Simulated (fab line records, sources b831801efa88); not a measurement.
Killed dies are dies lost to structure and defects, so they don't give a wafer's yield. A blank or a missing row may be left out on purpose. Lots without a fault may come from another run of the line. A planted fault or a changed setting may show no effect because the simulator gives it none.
Which tool did it? | flow gf180mcu | 13 lots, 39 wafers sampled, at 2 steps of a route of 602

WHAT THE GAUGES READ, wafer by wafer
GF_V4_OVL_MEAS_15. Usual: V4_OVL 0 nm, standard deviation 4.5.
lot  | measured     | on         | V4_OVL (nm) | flag
L347 | day 24 08:14 | overlay-01 | 5 -4 4      |
L348 | day 24 18:41 | overlay-02 | -4 1 6      |
L349 | day 24 23:59 | overlay-01 | 1 0 7       |
L350 | day 25 14:42 | overlay-02 | -3 0 -1     |
L351 | day 25 21:47 | overlay-02 | -3 2 5      |
L352 | day 26 04:23 | overlay-01 | -7 1 -3     |
L354 | day 26 18:17 | overlay-01 | -1 6 0      |
L355 | day 27 06:38 | overlay-01 | 1 0 -3      |
L356 | day 27 09:12 | overlay-02 | -4 -2 -2    |
L364 | day 29 20:01 | overlay-02 | 0 4 3       |
L367 | day 30 14:04 | overlay-02 | 1 1 0       |
L368 | day 30 22:35 | overlay-01 | -4 -2 -6    |
L369 | day 31 04:25 | overlay-01 | -3 -1 -3    |

WHICH TOOL RAN EACH LOT (tool, then ch and the chambers of the sampled wafers, then the start)
lot  | GF_V3_CMP_04
L347 | cmp-02 ch 0,3, day 21 07:22
L348 | cmp-01 ch 1,2,3, day 21 17:49
L349 | cmp-01 ch 0,2,3, day 22 00:25
L350 | cmp-01 ch 0,1,3, day 22 17:00
L351 | cmp-02 ch 1,2, day 22 23:47
L352 | cmp-02 ch 0,1,3, day 23 06:02
L354 | cmp-02 ch 0,2,3, day 23 23:41
L355 | cmp-02 ch 2,3, day 24 13:05
L356 | cmp-02 ch 1,2,3, day 24 14:26
L364 | cmp-01 ch 0,1,2, day 27 06:45
L367 | cmp-01 ch 1,2,3, day 28 02:10
L368 | cmp-02 ch 1,2,3, day 28 10:55
L369 | cmp-01 ch 2,3, day 28 16:32
- GF_V3_CMP_04: polishes SiO2.

WHAT THE TOOLS THEMSELVES READ (means of the sampled wafers that have a number; where no wafer has one, the mark that the record gives instead)
GF_V3_CMP_04. Usual: motor_current_A 12.2 A, standard deviation 1.2; platen_rpm 60.00 rpm, standard deviation 0.038; time_to_endpoint_s 81 s, standard deviation 4.9.
lot  | tool   | motor_current_A (A) | platen_rpm (rpm) | time_to_endpoint_s (s) | flag
L347 | cmp-02 | 11.2                | 59.98            | 88                     |
L348 | cmp-01 | 12.2                | 60.02            | 76                     |
L349 | cmp-01 | 11.9                | 59.99            | 82                     |
L350 | cmp-01 | 11.4                | 59.98            | 76                     |
L351 | cmp-02 | 13.5                | 60.04            | 80                     |
L352 | cmp-02 | 12.0                | 59.99            | 78                     |
L354 | cmp-02 | 12.0                | 59.97            | 83                     |
L355 | cmp-02 | 12.6                | 60.01            | 84                     |
L356 | cmp-02 | 13.2                | 60.02            | 76                     |
L364 | cmp-01 | 12.1                | 60.00            | 79                     |
L367 | cmp-01 | 11.7                | 60.01            | 79                     |
L368 | cmp-02 | 12.8                | 59.99            | 84                     |
L369 | cmp-01 | 12.6                | 59.98            | 81                     |

THE ANSWER, worked out from the rows above alone
Rule: a lot is off if the mean of its wafers that have a number lies more than 3 standard deviations from the usual mean. A lot without any number at a reading at which 4 lots or more have one is off too. The other lots that the step has rows for count as sound. The gauges are gone through in route order, then the tools' own readings, and for those a lot's mean is taken as printed above. The first step at which some lot is off is used, and at that step the reading that is off furthest; a lot without a number counts as furthest.
No lot is off at any reading shown: from this, nothing can be told.

WHAT THE SIMULATOR HAD PUT IN
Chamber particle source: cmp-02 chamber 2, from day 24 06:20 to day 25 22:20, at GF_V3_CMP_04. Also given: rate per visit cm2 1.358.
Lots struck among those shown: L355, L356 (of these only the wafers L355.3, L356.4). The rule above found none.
